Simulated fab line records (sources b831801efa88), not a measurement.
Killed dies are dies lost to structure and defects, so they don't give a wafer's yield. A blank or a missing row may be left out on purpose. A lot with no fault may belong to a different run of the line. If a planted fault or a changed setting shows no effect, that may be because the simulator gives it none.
Comparing a struck lot with a sound one || flow sfqLine || 42 steps out of a route of 325
Sound: the wafers L637.1, L637.3, L637.4. The struck wafers were L649.2, L649.6. The cause is given at the end.
Each step with rows lists, per side, the tool, then ch with its chambers, then its first start. Under that, the readings that differ: sound wafers || struck wafers || difference of the means || sigmas: that difference in standard deviations of wafers without a fault.
alike: same words and numbers on both sides, and readings whose means sit less than 2 such deviations apart. not compared: any withheld reading, any reading some wafer has no value for, any bound like >300 that may hide the same value, and any number with overlapping values for which the record gives no deviation.
A row with sigmas, a row that says differs or no value, or rows on one side alone: a step with any of these is where the two part. Numbers that don't overlap but have no deviation are shown without sigmas and don't part them. A reading missing from all wafers of one side parts the sides only when that side holds two or more wafers.

first, 3 steps without rows for these wafers: SFQ_TRILAYER_I4_VIA_LITHO_EXPOSE_104 (exposes mask I4, target cd 700 nm); SFQ_TRILAYER_I4_VIA_LITHO_PEB_106 (peb time 60 s); SFQ_TRILAYER_I4_VIA_LITHO_DEVELOP_105 (time 60 s).
SFQ_I4_OVL_MEAS_928:
  sound on overlay-01 at day 51 05:03; struck on overlay-02 at day 55 01:20
  alike: I4_OVL
then, 2 steps without rows for these wafers: SFQ_TRILAYER_I4_VIA_BARC_OPEN_VIA_ETCH_146 (etches BARC in O2, target depth 125 nm, time 41.7 s); SFQ_TRILAYER_I4_VIA_ETCH_VIA_ETCH_106 (etches SiO2 in CHF3, stops on Nb, target depth 260 nm).
SFQ_TRILAYER_I4_VIA_STRIP_STRIP_107: strips in O2.
  sound on rieMetal-02 ch 0,1, day 51 05:14; struck on rieMetal-02 ch 0, day 55 01:31
  alike: drypumpMotorCurrentA, oesProductAu
  not compared: rfHoursCounterH
then, 5 steps without rows for these wafers: SFQ_TRILAYER_I4_VIA_STRIP_SOLV_CLEAN_108 (cleans in NMP, time 600 s); SFQ_TRILAYER_JJ_TRILAYER_DEP_PRE_CLEAN_113 (time 22.5 s); SFQ_TRILAYER_JJ_TRILAYER_DEP_SPUTTER_109 (material Nb, target thk 150 nm, time 100 s); SFQ_TRILAYER_JJ_TRILAYER_DEP_SPUTTER_110 (material Al, target thk 8 nm, time 10 s); SFQ_TRILAYER_JJ_TRILAYER_DEP_AL_OXIDATION_111 (oxidation time 600 s).
SFQ_TRILAYER_JJ_TRILAYER_DEP_SPUTTER_112: material Nb, target thk 170 nm, time 113.3 s.
  sound on pvdSputter-06 at day 51 07:08; struck on pvdSputter-06 at day 55 03:25
{"reading": "model.Nb_of_TRILAYER_JJ_TRILAYER_DEP_SPUTTER_112.thkNm (nm)", "sound": "168.1 170 171.6", "struck": "183.9 185.5", "difference": "+14.8", "sigmas": ""}
  alike: cathodeDcPowerW, throttleValvePct
SFQ_JJ_RS_MEAS_929: measurement is done with a four-point probe.
  sound on filmMetro-01 at day 51 07:13; struck on filmMetro-02 at day 55 03:31
{"reading": "JJ_NB_RS (ohm/sq)", "sound": "1.060 1.048 1.040", "struck": "0.970 0.961", "difference": -0.084, "sigmas": -8}
then, 6 steps without rows for these wafers: SFQ_TRILAYER_JJ_CE_LITHO_COAT_119 (resist thk 62 nm); SFQ_TRILAYER_JJ_CE_LITHO_COAT_114 (resist thk 600 nm); SFQ_TRILAYER_JJ_CE_LITHO_SOFTBAKE_118; SFQ_TRILAYER_JJ_CE_LITHO_EXPOSE_115 (exposes mask J5, target cd 700 nm); SFQ_TRILAYER_JJ_CE_LITHO_PEB_117 (peb time 60 s); SFQ_TRILAYER_JJ_CE_LITHO_DEVELOP_116 (time 60 s).
-- the record jumps here: 6 days lie between the struck wafers' starts before and after --
SFQ_JJ_OVL_MEAS_931:
  sound on overlay-01 at day 51 09:39; struck on overlay-02 at day 61 07:43
  alike: J5_OVL
then, 2 steps without rows for these wafers: SFQ_TRILAYER_JJ_CE_METRO_MEASURE_117; SFQ_TRILAYER_JJ_CE_BARC_OPEN_RIE_150 (chemistry O2, target BARC, target depth 240 nm, time 80 s).
SFQ_TRILAYER_JJ_CE_ETCH_RIE_118: chemistry SF6, target Nb, stops on Al2O3, time 97.7 s, target depth 170 nm.
  sound on rieMetal-04 ch 0,1, day 51 10:59; struck on rieMetal-04 ch 0,1, day 61 09:02
  alike: biasW, drypumpMotorCurrentA, oesProductAu
  not compared: rfHoursCounterH
then, 1 step without rows for these wafers: SFQ_TRILAYER_JJ_ANODIZE_ANODIZE_119.
SFQ_TRILAYER_JJ_CE_STRIP_STRIP_120: strips in O2.
  sound on rieMetal-01 ch 0,1, day 51 11:35; struck on rieMetal-01 ch 0,1, day 61 09:38
  alike: drypumpMotorCurrentA, oesProductAu
  not compared: rfHoursCounterH
then, 7 steps without rows for these wafers: SFQ_TRILAYER_JJ_CE_STRIP_SOLV_CLEAN_121 (cleans in NMP, time 600 s); SFQ_TRILAYER_M5_LITHO_COAT_128 (resist thk 62 nm); SFQ_TRILAYER_M5_LITHO_COAT_123 (resist thk 600 nm); SFQ_TRILAYER_M5_LITHO_SOFTBAKE_127; SFQ_TRILAYER_M5_LITHO_EXPOSE_124 (exposes mask M5, target cd 700 nm); SFQ_TRILAYER_M5_LITHO_PEB_126 (peb time 60 s); SFQ_TRILAYER_M5_LITHO_DEVELOP_125 (time 60 s).
SFQ_M5_OVL_MEAS_932:
  sound on overlay-02 at day 57 12:23; struck on overlay-01 at day 61 14:50
  alike: M5_OVL
SFQ_TRILAYER_M5_BARC_OPEN_METAL_ETCH_161: etches BARC in O2, target depth 125 nm, time 41.7 s.
  sound on rieMetal-01 ch 0,1, day 57 12:25; struck on rieMetal-03 ch 0, day 61 14:53
  alike: biasW, drypumpMotorCurrentA, oesProductAu
  not compared: rfHoursCounterH
SFQ_TRILAYER_M5_ETCH_METAL_ETCH_126: etches Nb in Cl2/BCl3, stops on SiO2, time 203.2 s, target depth 265 nm.
  sound on rieMetal-01 ch 0,1, day 57 12:29; struck on rieMetal-03 ch 0, day 61 15:02
  alike: biasW, drypumpMotorCurrentA, oesProductAu
  not compared: rfHoursCounterH
then, 5 steps without rows for these wafers: SFQ_TRILAYER_M5_STRIP_STRIP_127 (strips in O2); SFQ_TRILAYER_M5_STRIP_SOLV_CLEAN_128 (cleans in NMP, time 600 s); SFQ_TRILAYER_A5B_DEP_PECVD_129 (deposits SiO2 from SiH4/N2O, time 133.33 s, target thk 600 nm); SFQ_TRILAYER_A5B_CMP_CMP_130 (polishes, stops on Nb, target thk 340.7 nm); SFQ_TRILAYER_A5B_METRO_MEASURE_131.
-- the record jumps here: 6 days lie between the struck wafers' starts before and after --
SFQ_TRILAYER_R5_ETCH_METAL_ETCH_139: etches the open film in Cl2, stops on SiO2, target depth 60 nm, time 40 s.
  sound on rieMetal-03 ch 0,1, day 64 01:58; struck on rieMetal-01 ch 1, day 67 15:10
{"reading": "model.Nb_of_TRILAYER_JJ_TRILAYER_DEP_SPUTTER_112.thkNm (nm)", "sound": "158 160 161.6", "struck": "173.9 175.5", "difference": "+14.8", "sigmas": ""}
  alike: biasW, drypumpMotorCurrentA, oesProductAu
  not compared: rfHoursCounterH

## WHERE THEY PART
SFQ_JJ_RS_MEAS_929 only, going by this record. Later steps at which nothing parts them and some readings are alike: SFQ_JJ_OVL_MEAS_931, SFQ_TRILAYER_JJ_CE_ETCH_RIE_118, SFQ_TRILAYER_JJ_CE_STRIP_STRIP_120, SFQ_M5_OVL_MEAS_932, SFQ_TRILAYER_M5_BARC_OPEN_METAL_ETCH_161, SFQ_TRILAYER_M5_ETCH_METAL_ETCH_126, SFQ_TRILAYER_R5_ETCH_METAL_ETCH_139.

WHY: the cause the simulator had injected
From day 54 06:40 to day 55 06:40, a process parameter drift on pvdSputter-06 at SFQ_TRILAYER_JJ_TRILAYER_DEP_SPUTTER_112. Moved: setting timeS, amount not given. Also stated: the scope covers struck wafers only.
